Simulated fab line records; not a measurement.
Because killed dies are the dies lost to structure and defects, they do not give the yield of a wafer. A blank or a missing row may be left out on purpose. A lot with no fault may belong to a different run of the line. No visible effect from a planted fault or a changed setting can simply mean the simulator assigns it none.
A lot that was struck, set against a sound lot    flow sfq_line    17 out of 325 route steps
Sound: these wafers, L423.3, L423.4, L423.6. Struck: wafer L425.1 (L425.5, L425.6, from the same lot, were not struck and are left out); the cause is given at the end.
Each step with rows lists, per side, the tool, then ch with its chambers, then its first start. Under that, the readings that differ: sound wafers    struck wafers    difference of the means    sigmas: that difference in standard deviations of wafers without a fault.
alike: readings with means less than 2 such deviations apart, plus words and numbers identical on both sides. not compared: withheld readings, readings lacking a value on some wafer, bounds such as >300 that could conceal the same value, and numbers that have no deviation in the record and whose values overlap.
Wherever a step has rows on one side only, a row that says differs or no value, or a row with sigmas, the two part there. When numbers do not overlap yet have no deviation, they are printed without sigmas and do not part them. A reading that every wafer of one side lacks parts them only if that side has two wafers or more.

SFQ_TRILAYER_I2_VIA_BARC_OPEN_VIA_ETCH_096: etches BARC in O2, target depth 125 nm, time 41.7 s.
  sound on rie_diel-04 ch 0,2,3, day 37 15:35; struck on rie_diel-01 ch 0, day 44 01:02
  alike: drypump_motor_current_A, oes_product_au, rf_fwd_power_W
  not compared: rf_hours_counter_h
SFQ_TRILAYER_I2_VIA_ETCH_VIA_ETCH_070: etches SiO2 in CHF3, stops on Nb, target depth 260 nm.
  sound on rie_diel-04 ch 0,2,3, day 37 15:38; struck on rie_diel-01 ch 0, day 44 01:04
  alike: drypump_motor_current_A, oes_product_au, rf_fwd_power_W
SFQ_TRILAYER_I2_VIA_STRIP_STRIP_071: strips in O2.
  sound on rie_metal-01 ch 0,1, day 37 15:56; struck on rie_metal-02 ch 0, day 44 01:11
reading                 sound  struck  difference                    sigmas
rf_hours_counter_h (h)  - - -  72      no value on the sound wafers  
  alike: drypump_motor_current_A, oes_product_au
then, 2 steps without rows for these wafers: SFQ_TRILAYER_I2_VIA_STRIP_SOLV_CLEAN_072 (cleans in NMP, time 600 s); SFQ_TRILAYER_M3_DEP_PRE_CLEAN_074 (time 22.5 s).
SFQ_TRILAYER_M3_DEP_SPUTTER_073: material Nb, target thk 200 nm, time 133.3 s.
  sound: pvd_sputter-06 at day 37 16:33; struck: pvd_sputter-06 at day 44 01:59
  alike: throttle_valve_pct
SFQ_M3_RS_MEAS_919: measures by four-point-probe.
  sound: film_metro-04 at day 37 16:41; struck: film_metro-01 at day 44 02:05
  alike: M3_NB_RS
then, 4 steps without rows for these wafers: SFQ_TRILAYER_M3_LITHO_COAT_080 (resist thk 62 nm); SFQ_TRILAYER_M3_LITHO_COAT_075 (resist thk 600 nm); SFQ_TRILAYER_M3_LITHO_SOFTBAKE_079; SFQ_TRILAYER_M3_LITHO_EXPOSE_076 (exposes mask M3, target cd 500 nm).
SFQ_TRILAYER_M3_LITHO_PEB_078: peb time 60 s.
  sound on litho_track-04 ch 0, day 41 22:17; struck on litho_track-04 ch 0, day 44 11:43
reading                   sound              struck  difference  sigmas
heater_power_total_W (W)  79.14 79.14 79.13  85.68   +6.54       +93
then, 1 step without rows for these wafers: SFQ_TRILAYER_M3_LITHO_DEVELOP_077 (time 60 s).
SFQ_M3_OVL_MEAS_921:
  sound: overlay-02 at day 41 22:33; struck: overlay-02 at day 44 12:01
reading      sound    struck  difference  sigmas
M3_OVL (nm)  -1 1 -1  13      +13         +2
SFQ_TRILAYER_M3_BARC_OPEN_METAL_ETCH_100: etches BARC in O2, target depth 125 nm, time 41.7 s.
  sound on rie_metal-04 ch 0,1, day 41 22:35; struck on rie_metal-04 ch 1, day 44 12:03
reading                 sound              struck  difference                    sigmas
rf_hours_counter_h (h)  - - -              39      no value on the sound wafers  
model.M3.cd_nm (nm)     501.6 500.5 500.5  537.5   +36.6                         
  alike: drypump_motor_current_A, oes_product_au, rf_fwd_power_W
SFQ_TRILAYER_M3_ETCH_METAL_ETCH_078: etches Nb in Cl2/Ar, stops on SiO2, target depth 240 nm, time 120 s.
  sound on rie_metal-04 ch 0,1, day 41 22:40; struck on rie_metal-04 ch 1, day 44 12:07
reading                 sound              struck  difference                    sigmas
rf_hours_counter_h (h)  - - -              39      no value on the sound wafers  
model.M3.cd_nm (nm)     502.6 497.4 497.8  537     +38                           
  alike: drypump_motor_current_A, oes_product_au, rf_fwd_power_W
SFQ_TRILAYER_M3_STRIP_STRIP_079: strips in O2.
  sound on rie_metal-04 ch 0,1, day 41 22:58; struck on rie_metal-04 ch 1, day 44 12:14
reading                 sound  struck  difference                    sigmas
rf_hours_counter_h (h)  - - -  39      no value on the sound wafers  
  alike: drypump_motor_current_A, oes_product_au

## WHERE THEY PART
First at SFQ_TRILAYER_I2_VIA_STRIP_STRIP_071; last, within this record, at SFQ_TRILAYER_M3_STRIP_STRIP_079.

WHY: what the simulator had put in
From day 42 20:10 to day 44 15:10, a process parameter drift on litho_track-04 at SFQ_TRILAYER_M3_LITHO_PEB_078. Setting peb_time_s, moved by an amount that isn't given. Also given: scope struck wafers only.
